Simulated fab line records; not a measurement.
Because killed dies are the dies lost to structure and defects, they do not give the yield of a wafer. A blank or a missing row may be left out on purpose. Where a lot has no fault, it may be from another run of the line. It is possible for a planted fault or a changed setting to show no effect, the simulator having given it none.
The tool behind it: which one? + flow gf180mcu + 33 wafers from 11 lots sampled at 6 of the route's 602 steps

== WHAT THE GAUGES READ, wafer by wafer ==
GF_V1_RS_MEAS_24: measures by four-point-probe. Usual: V1_W_RS typically reads 0.331 ohm/sq, with standard deviation 0.0042.
| lot  | measured     | on            | V1_W_RS (ohm/sq)  | flag |
|------|--------------|---------------|-------------------|------|
| L762 | day 18 23:26 | film_metro-02 | 0.325 0.330 0.330 |      |
| L764 | day 20 03:35 | film_metro-03 | 0.336 0.340 0.336 |      |
| L766 | day 20 15:38 | film_metro-03 | 0.329 0.334 0.330 |      |
| L768 | day 21 04:50 | film_metro-03 | 0.330 0.333 0.332 |      |
| L769 | day 21 12:16 | film_metro-01 | 0.335 0.334 0.330 |      |
| L772 | day 22 17:49 | film_metro-01 | 0.331 0.329 0.330 |      |
| L776 | day 24 04:27 | film_metro-02 | 0.331 0.326 0.328 |      |
| L777 | day 24 08:35 | film_metro-03 | 0.333 0.340 0.334 |      |
| L778 | day 25 02:55 | film_metro-02 | 0.324 0.324 0.325 |      |
| L780 | day 25 09:22 | film_metro-02 | 0.335 0.331 0.330 |      |
| L783 | day 26 07:35 | film_metro-02 | 0.330 0.328 0.332 |      |

GF_M2_RS_MEAS_05: measures by four-point-probe. Usual: M2_ALCU_RS typically reads 0.0696 ohm/sq, with standard deviation 0.00069.
| lot  | measured     | on            | M2_ALCU_RS (ohm/sq)                       | flag |
|------|--------------|---------------|-------------------------------------------|------|
| L762 | day 19 00:08 | film_metro-04 | 0.0693 0.0698 0.0699                      |      |
| L764 | day 20 04:17 | film_metro-04 | 0.0700 0.0700 0.0697                      |      |
| L766 | day 20 16:20 | film_metro-04 | 0.0698 0.0696 0.0698                      |      |
| L768 | day 21 05:32 | film_metro-02 | 0.0687 0.0692 0.0688                      |      |
| L769 | day 21 12:58 | film_metro-03 | 0.0698 0.0691 0.0697                      |      |
| L772 | day 22 18:31 | film_metro-04 | 0.0695 0.0701 0.0692                      |      |
| L776 | day 24 05:09 | film_metro-03 | 0.0694 0.0700 0.0705                      |      |
| L777 | day 24 09:20 | film_metro-02 | 0.0813 0.0815 0.0826 0.0810 0.0815 0.0826 | OFF  |
| L778 | day 25 03:37 | film_metro-04 | 0.0809 0.0816 0.0812 0.0811 0.0817 0.0813 | OFF  |
| L780 | day 25 10:04 | film_metro-02 | 0.0683 0.0692 0.0690                      |      |
| L783 | day 26 08:17 | film_metro-02 | 0.0688 0.0696 0.0686                      |      |

GF_M2_THK_MEAS_06: measures by xrf. Usual: M2_ALCU_THK typically reads 447 nm, with standard deviation 5.
| lot  | measured     | on            | M2_ALCU_THK (nm)        | flag |
|------|--------------|---------------|-------------------------|------|
| L762 | day 19 00:15 | film_metro-04 | 446 442 442             |      |
| L764 | day 20 04:24 | film_metro-04 | 446 442 450             |      |
| L766 | day 20 16:26 | film_metro-04 | 445 445 443             |      |
| L768 | day 21 05:38 | film_metro-02 | 452 452 450             |      |
| L769 | day 21 13:05 | film_metro-03 | 448 452 448             |      |
| L772 | day 22 18:36 | film_metro-04 | 450 443 448             |      |
| L776 | day 24 05:16 | film_metro-03 | 450 446 443             |      |
| L777 | day 24 12:14 | film_metro-02 | 383 384 380 384 384 380 | OFF  |
| L778 | day 25 07:42 | film_metro-04 | 383 378 381 381 379 380 | OFF  |
| L780 | day 25 10:10 | film_metro-02 | 457 450 450             |      |
| L783 | day 26 08:25 | film_metro-02 | 453 445 453             |      |

== TOOL THAT RAN EACH LOT (tool first, then ch and the chambers of the sampled wafers, then the start) ==
| lot  | GF_V1_CMP_04                  | GF_M2_SPUTTER_02             | GF_M2_SPUTTER_03             |
|------|-------------------------------|------------------------------|------------------------------|
| L762 | cmp-02 ch 0,2, day 17 21:44   | pvd_sputter-02, day 19 00:02 | pvd_sputter-02, day 19 00:04 |
| L764 | cmp-01 ch 0,3, day 19 01:42   | pvd_sputter-02, day 20 04:11 | pvd_sputter-02, day 20 04:13 |
| L766 | cmp-02 ch 1,2, day 19 14:28   | pvd_sputter-04, day 20 16:13 | pvd_sputter-04, day 20 16:15 |
| L768 | cmp-02 ch 1,2, day 20 03:59   | pvd_sputter-01, day 21 05:25 | pvd_sputter-01, day 21 05:26 |
| L769 | cmp-01 ch 1,2,3, day 20 11:25 | pvd_sputter-01, day 21 12:53 | pvd_sputter-01, day 21 12:55 |
| L772 | cmp-01 ch 0,3, day 21 16:50   | pvd_sputter-02, day 22 18:22 | pvd_sputter-02, day 22 18:23 |
| L776 | cmp-01 ch 0,2,3, day 23 04:14 | pvd_sputter-04, day 24 05:04 | pvd_sputter-04, day 24 05:05 |
| L777 | cmp-02 ch 0,1,2, day 23 09:10 | pvd_sputter-02, day 24 09:13 | pvd_sputter-02, day 24 09:14 |
| L778 | cmp-01 ch 1,2,3, day 24 04:11 | pvd_sputter-02, day 25 03:31 | pvd_sputter-02, day 25 03:33 |
| L780 | cmp-02 ch 0,1,3, day 24 10:35 | pvd_sputter-04, day 25 09:57 | pvd_sputter-04, day 25 09:59 |
| L783 | cmp-01 ch 0,1,2, day 25 08:46 | pvd_sputter-04, day 26 08:12 | pvd_sputter-04, day 26 08:14 |
- GF_V1_CMP_04: polishes SiO2.
- GF_M2_SPUTTER_02: material AlCu, target thk 450 nm, time 23.9 s.
- GF_M2_SPUTTER_03: material Ti, target thk 10 nm, time 6.426 s.

== WHAT THE TOOLS THEMSELVES READ (means of the sampled wafers that have a number; where no wafer has one, the mark that the record gives instead) ==
GF_V1_CMP_04. Usual: head_pressure_psi 4.000 psi, standard deviation 0.0093; motor_current_A 11.7 A, standard deviation 1.2; time_to_endpoint_s 80 s, standard deviation 6.6.
| lot  | tool   | head_pressure_psi (psi) | motor_current_A (A) | time_to_endpoint_s (s) | flag |
|------|--------|-------------------------|---------------------|------------------------|------|
| L762 | cmp-02 | 4.002                   | 10.9                | 80                     |      |
| L764 | cmp-01 | 3.987                   | 13.0                | 75                     |      |
| L766 | cmp-02 | 3.998                   | 11.2                | 84                     |      |
| L768 | cmp-02 | 3.995                   | 11.0                | 79                     |      |
| L769 | cmp-01 | 4.001                   | 13.0                | 77                     |      |
| L772 | cmp-01 | 3.998                   | 13.8                | 77                     |      |
| L776 | cmp-01 | 3.996                   | 13.1                | 80                     |      |
| L777 | cmp-02 | 4.001                   | 11.0                | 82                     |      |
| L778 | cmp-01 | 3.997                   | 12.6                | 81                     |      |
| L780 | cmp-02 | 4.001                   | 11.0                | 81                     |      |
| L783 | cmp-01 | 3.993                   | 12.1                | 73                     |      |

GF_M2_SPUTTER_02. Usual: 30.1 % for throttle_valve_pct, sd 1.1.
| lot  | tool           | throttle_valve_pct (%) | flag |
|------|----------------|------------------------|------|
| L762 | pvd_sputter-02 | 29.9                   |      |
| L764 | pvd_sputter-02 | 29.4                   |      |
| L766 | pvd_sputter-04 | 31.5                   |      |
| L768 | pvd_sputter-01 | 30.0                   |      |
| L769 | pvd_sputter-01 | 30.7                   |      |
| L772 | pvd_sputter-02 | 29.7                   |      |
| L776 | pvd_sputter-04 | 31.1                   |      |
| L777 | pvd_sputter-02 | 29.1                   |      |
| L778 | pvd_sputter-02 | 29.8                   |      |
| L780 | pvd_sputter-04 | 29.5                   |      |
| L783 | pvd_sputter-04 | 30.3                   |      |

GF_M2_SPUTTER_03. Usual: 30.1 % for throttle_valve_pct, sd 1.
| lot  | tool           | throttle_valve_pct (%) | flag |
|------|----------------|------------------------|------|
| L762 | pvd_sputter-02 | 29.8                   |      |
| L764 | pvd_sputter-02 | 29.5                   |      |
| L766 | pvd_sputter-04 | 31.5                   |      |
| L768 | pvd_sputter-01 | 30.0                   |      |
| L769 | pvd_sputter-01 | 30.7                   |      |
| L772 | pvd_sputter-02 | 29.7                   |      |
| L776 | pvd_sputter-04 | 31.0                   |      |
| L777 | pvd_sputter-02 | 28.8                   |      |
| L778 | pvd_sputter-02 | 29.8                   |      |
| L780 | pvd_sputter-04 | 29.6                   |      |
| L783 | pvd_sputter-04 | 30.1                   |      |

== THE ANSWER, worked out from the rows above alone ==
Rule: a lot counts as off when the mean over its wafers that have a number is more than 3 standard deviations away from the usual mean. Also off: a lot with no number at a reading for which 4 or more lots have one. All remaining lots with rows at the step are treated as sound. After the gauges, taken in route order, come the tools' own readings; for these a lot's mean is taken, as printed above. The first step at which some lot is off is used, and at that step the reading that is off furthest; a lot without a number counts as furthest.
Off: at GF_M2_RS_MEAS_05 (M2_ALCU_RS), L777, L778.
If a tool, at a process step before that reading, ran all the lots that are off and no sound lot after the first of them, it fits. Gauges at GF_M2_RS_MEAS_05: tried the same way as those tools. One candidate fits, namely pvd_sputter-02 at GF_M2_SPUTTER_02 and GF_M2_SPUTTER_03. At GF_M2_SPUTTER_02 its last sound lot is L772 (day 22 18:22), its first lot that is off L777 (day 24 09:13): a fault that began between those two fits.

== WHAT THE SIMULATOR HAD PUT IN ==
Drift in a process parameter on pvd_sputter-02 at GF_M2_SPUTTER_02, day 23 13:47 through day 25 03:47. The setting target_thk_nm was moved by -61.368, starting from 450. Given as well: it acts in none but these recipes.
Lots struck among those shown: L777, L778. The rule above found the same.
